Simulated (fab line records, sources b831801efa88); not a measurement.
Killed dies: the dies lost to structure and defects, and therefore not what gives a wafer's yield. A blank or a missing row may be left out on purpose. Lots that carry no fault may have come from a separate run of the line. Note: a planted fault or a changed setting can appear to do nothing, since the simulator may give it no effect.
Which tool is to blame? :: flow sky130 :: Sampling: 11 lots, 33 wafers, 3 of 708 route steps

## WHAT EACH GAUGE READ, for each wafer
SKY_NWELL_THK_MEAS_02.
lot: L372
measured: day 2 14:25
on: film_metro-03
NWELL_OXIDATION_THK (nm): 9.86 9.86 9.99

lot: L373
measured: day 3 01:29
on: film_metro-02
NWELL_OXIDATION_THK (nm): 10.07 10.19 10.13

lot: L377
measured: day 3 16:17
on: film_metro-01
NWELL_OXIDATION_THK (nm): 9.99 10.08 10.11

lot: L378
measured: day 3 17:12
on: film_metro-02
NWELL_OXIDATION_THK (nm): 10.18 10.18 9.97

lot: L384
measured: day 5 01:02
on: film_metro-01
NWELL_OXIDATION_THK (nm): 7.74 7.58 7.52

lot: L385
measured: day 5 06:13
on: film_metro-02
NWELL_OXIDATION_THK (nm): 7.56 7.27 7.48

lot: L388
measured: day 5 23:41
on: film_metro-01
NWELL_OXIDATION_THK (nm): 10.45 10.22 10.46

lot: L389
measured: day 6 04:15
on: film_metro-01
NWELL_OXIDATION_THK (nm): 9.84 9.81 9.78

lot: L390
measured: day 6 08:19
on: film_metro-02
NWELL_OXIDATION_THK (nm): 10.10 9.98 10.02

lot: L391
measured: day 6 14:54
on: film_metro-01
NWELL_OXIDATION_THK (nm): 10.10 10.10 10.12

lot: L395
measured: day 7 09:50
on: film_metro-02
NWELL_OXIDATION_THK (nm): 9.86 9.77 9.81

## WHICH TOOL RAN EACH LOT (tool, then ch and the chambers of the sampled wafers, then the start)
lot: L372
SKY_FIELD_ISO_ETCH_15: rie_diel-02 ch 1,2,3, day 2 08:42
SKY_NWELL_OXIDATION_01: furnace-02 ch 0, day 2 12:59

lot: L373
SKY_FIELD_ISO_ETCH_15: rie_diel-03 ch 2,3, day 2 18:18
SKY_NWELL_OXIDATION_01: furnace-02 ch 0, day 3 00:05

lot: L377
SKY_FIELD_ISO_ETCH_15: rie_diel-03 ch 0,2, day 3 07:14
SKY_NWELL_OXIDATION_01: furnace-01 ch 0, day 3 14:54

lot: L378
SKY_FIELD_ISO_ETCH_15: rie_diel-01 ch 0,2,3, day 3 10:33
SKY_NWELL_OXIDATION_01: furnace-02 ch 0, day 3 15:49

lot: L384
SKY_FIELD_ISO_ETCH_15: rie_diel-01 ch 2,3, day 4 18:56
SKY_NWELL_OXIDATION_01: furnace-02 ch 0, day 4 23:38

lot: L385
SKY_FIELD_ISO_ETCH_15: rie_diel-03 ch 1,2, day 5 00:26
SKY_NWELL_OXIDATION_01: furnace-02 ch 0, day 5 04:49

lot: L388
SKY_FIELD_ISO_ETCH_15: rie_diel-01 ch 1,2,3, day 5 16:02
SKY_NWELL_OXIDATION_01: furnace-01 ch 0, day 5 22:17

lot: L389
SKY_FIELD_ISO_ETCH_15: rie_diel-02 ch 1,3, day 5 19:57
SKY_NWELL_OXIDATION_01: furnace-01 ch 0, day 6 02:50

lot: L390
SKY_FIELD_ISO_ETCH_15: rie_diel-02 ch 0,2,3, day 6 02:35
SKY_NWELL_OXIDATION_01: furnace-01 ch 0, day 6 06:55

lot: L391
SKY_FIELD_ISO_ETCH_15: rie_diel-01 ch 1,2, day 6 07:03
SKY_NWELL_OXIDATION_01: furnace-01 ch 0, day 6 13:29

lot: L395
SKY_FIELD_ISO_ETCH_15: rie_diel-03 ch 2,3, day 7 03:44
SKY_NWELL_OXIDATION_01: furnace-01 ch 0, day 7 08:26
- SKY_FIELD_ISO_ETCH_15: etches the open film in CHF3/O2, stops on Si, target depth 180 nm, time 72 s.
- SKY_NWELL_OXIDATION_01: stabilise 600 s, purge 300 s, target thk 10 nm.

## THE ANSWER, worked out from the rows above alone
Rule: what is usual is taken from the lots themselves. Put in order of their means at a reading, lots are off if they are a third of the lots or fewer, leave a main group of 4 or more, and stand apart from it by a gap of 3 or more times the standard deviation of the main group's means; of several such gaps the widest counts. A main group is skipped when, at the precision printed for the reading in the tables above, its means are all equal. A lot without any number at a reading at which 4 lots or more have one is off too. Where the step has rows for the other lots, those lots are counted as sound.
Off: L384, L385, seen at SKY_NWELL_THK_MEAS_02 (NWELL_OXIDATION_THK). Mean 10.04 nm and standard deviation 0.17 in the main group.
A tool fits if, at a process step before that reading, it ran every lot that is off, and no sound lot after the first of them. The gauges at SKY_NWELL_THK_MEAS_02 are tried like those tools. One fits: furnace-02 at SKY_NWELL_OXIDATION_01. Its last sound lot is L378 (day 3 15:49), its first lot that is off L384 (day 4 23:38): a fault that began between those two fits.

## WHAT THE SIMULATOR HAD PUT IN
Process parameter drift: furnace-02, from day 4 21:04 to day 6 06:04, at SKY_NWELL_OXIDATION_01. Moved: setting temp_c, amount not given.
Shown lots that were struck: L384, L385. The rule given above showed the same thing.
